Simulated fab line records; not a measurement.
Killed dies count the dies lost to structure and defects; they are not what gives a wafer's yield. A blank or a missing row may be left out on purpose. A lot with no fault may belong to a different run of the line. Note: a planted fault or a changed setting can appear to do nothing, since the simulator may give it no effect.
Comparing a struck lot with a sound one ; flow sky130 ; 43 out of 708 route steps
Sound: the wafers L423.2, L423.3, L423.4. Wafers struck: L438.1, L438.3, L438.4. The cause is given at the end.
Per side, at each step with rows, come the tool, then ch with its chambers, and then its first start. Under that, the readings that differ: sound wafers ; struck wafers ; difference of the means ; sigmas: that difference in standard deviations of wafers without a fault.
alike: a reading whose means differ by less than 2 such deviations, as well as words and numbers matching on both sides. not compared: withheld readings; readings where some wafer has no value; bounds like >300 that might hide an equal value; numbers whose values overlap and for which the record gives no deviation.
The two part at a step that has a row with sigmas, a row that says differs or no value, or rows on one side only. Numbers that have no deviation but don't overlap get no sigmas and don't part them. A reading that every wafer of one side lacks parts them only if that side has two wafers or more.

first, 2 steps without rows for these wafers: SKY_DNWELL_DEVELOP_06 (develop time 60 s); SKY_DNWELL_IMPLANT_07.
SKY_DNWELL_STRIP_08: strips in O2/N2.
  sound on plasma-asher-03 ch 0,1, day 3 08:53; struck on plasma-asher-03 ch 0,1, day 6 22:04
  alike: drypump-motor-current-A, oes-product-au, strip-time-to-endpoint-s
  not compared: rf-hours-counter-h
SKY_DNWELL_TW_MEAS_09:
  sound on film-metro-04 at day 3 08:59; struck on film-metro-02 at day 6 22:10
  alike: DNWELL_TW
then, 7 steps without rows for these wafers: SKY_PWDE_DEHYDRATE_00 (time 60 s); SKY_PWDE_HMDS_01 (prime time 60 s); SKY_PWDE_COAT_02 (resist thk 3000 nm); SKY_PWDE_SOFTBAKE_03; SKY_PWDE_EXPOSE_04 (exposes mask PWDEM, target cd 840 nm); SKY_PWDE_PEB_05; SKY_PWDE_DEVELOP_06 (develop time 60 s).
SKY_PWDE_OVL_MEAS_07:
  sound on overlay-02 at day 4 00:52; struck on overlay-02 at day 7 18:19
  alike: PWDE_OVL
SKY_PWDE_IMPLANT_08:
  sound on implanter-02 ch 0, day 4 00:55; struck on implanter-01 ch 0, day 7 18:22
reading;sound;struck;difference;sigmas
dose-ions-cm2;3.602e+12 3.601e+12 3.601e+12;4.538e+12 4.541e+12 4.535e+12;+9.367e+11;+99 or more
faraday-current-uA;19.9 20.3 20.7;25.7 25.2 25.0;+5.0;+12
  alike: end-station-pressure-torr
SKY_PWDE_STRIP_09: strips in O2/N2.
  sound on plasma-asher-04 ch 0,1, day 4 01:03; struck on plasma-asher-02 ch 0,1, day 7 18:31
  alike: drypump-motor-current-A, oes-product-au, strip-time-to-endpoint-s
  not compared: rf-hours-counter-h
SKY_PWDE_TW_MEAS_10:
  sound on film-metro-04 at day 4 01:10; struck on film-metro-04 at day 7 18:50
reading;sound;struck;difference;sigmas
PWDE_TW;377.0 376.0 377.3;402.7 401.6 401.7;+25.2;+16
  not compared: hold
then, 6 steps without rows for these wafers: SKY_NWELL_HMDS_04 (prime time 60 s); SKY_NWELL_COAT_05 (resist thk 3000 nm); SKY_NWELL_SOFTBAKE_06; SKY_NWELL_EXPOSE_07 (exposes mask NWM, target cd 840 nm); SKY_NWELL_PEB_08; SKY_NWELL_DEVELOP_09 (develop time 60 s).
SKY_NWELL_OVL_MEAS_10:
  sound on overlay-02 at day 4 16:38; struck on overlay-01 at day 8 14:47
  alike: NWELL_00_OVL
then, 3 steps without rows for these wafers: SKY_NWELL_IMPLANT_11; SKY_NWELL_IMPLANT_12; SKY_NWELL_IMPLANT_13.
SKY_NWELL_STRIP_14: strips in O2/N2.
  sound on plasma-asher-03 ch 0,1, day 4 17:07; struck on plasma-asher-04 ch 0,1, day 8 15:16
reading;sound;struck;difference;sigmas
strip-time-to-endpoint-s (s);37.05 37.03 37.01;36.75 36.81 36.86;-0.22;-2
  alike: drypump-motor-current-A, oes-product-au
  not compared: rf-hours-counter-h
SKY_NWELL_TW_MEAS_15:
  sound on film-metro-03 at day 4 17:13; struck on film-metro-03 at day 8 15:22
  alike: NWELL_TW
then, 7 steps without rows for these wafers: SKY_NWELL_DEHYDRATE_16 (time 60 s); SKY_NWELL_HMDS_17 (prime time 60 s); SKY_NWELL_COAT_18 (resist thk 3000 nm); SKY_NWELL_SOFTBAKE_19; SKY_NWELL_EXPOSE_20 (exposes mask NWM COMPLEMENT, target cd 840 nm); SKY_NWELL_PEB_21; SKY_NWELL_DEVELOP_22 (develop time 60 s).
SKY_NWELL_OVL_MEAS_23:
  sound on overlay-01 at day 5 08:49; struck on overlay-02 at day 9 12:52
  alike: NWELL_01_OVL
then, 1 step without rows for these wafers: SKY_NWELL_IMPLANT_24.
SKY_NWELL_STRIP_25: strips in O2/N2.
  sound on plasma-asher-04 ch 0,1, day 5 09:00; struck on plasma-asher-02 ch 0,1, day 9 13:04
  alike: drypump-motor-current-A, oes-product-au, strip-time-to-endpoint-s
  not compared: rf-hours-counter-h
SKY_NWELL_TW_MEAS_26:
  sound on film-metro-02 at day 5 09:07; struck on film-metro-04 at day 9 13:10
  alike: NWELL_2_TW
then, 1 step without rows for these wafers: SKY_NWELL_CLEAN_27 (cleans in SC1/SC2, time 150 s).
SKY_NWELL_RTA_28: time 30 s.
  sound on rtp-anneal-02 ch 0, day 5 09:13; struck on rtp-anneal-02 ch 0, day 9 13:16
  alike: lamp-power-pct, wafer_temp_C_max
SKY_NWELL_RS_MEAS_29: measurement is done with a four-point probe.
  sound on film-metro-03 at day 5 09:20; struck on film-metro-04 at day 9 13:22
  alike: NWELL_RS
SKY_NWELL_RS_MEAS_31: measurement is done with a four-point probe.
  sound on film-metro-03 at day 5 09:34; struck on film-metro-04 at day 9 13:54
reading;sound;struck;difference;sigmas
PWDE_RS (ohm/sq);5228 5231 5253;4395 4407 4396;-838;-44
  not compared: hold
SKY_PAD_OPEN_PROBE_99:
  sound wafers here have rows in the record (prober-02, day 45 17:26); struck ones have none

## WHERE THEY PART
First at SKY_PWDE_IMPLANT_08; last, within this record, at SKY_PAD_OPEN_PROBE_99.

WHY: what had been put in by the simulator
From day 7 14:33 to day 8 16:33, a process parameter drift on implanter-01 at SKY_PWDE_IMPLANT_08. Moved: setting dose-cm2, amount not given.
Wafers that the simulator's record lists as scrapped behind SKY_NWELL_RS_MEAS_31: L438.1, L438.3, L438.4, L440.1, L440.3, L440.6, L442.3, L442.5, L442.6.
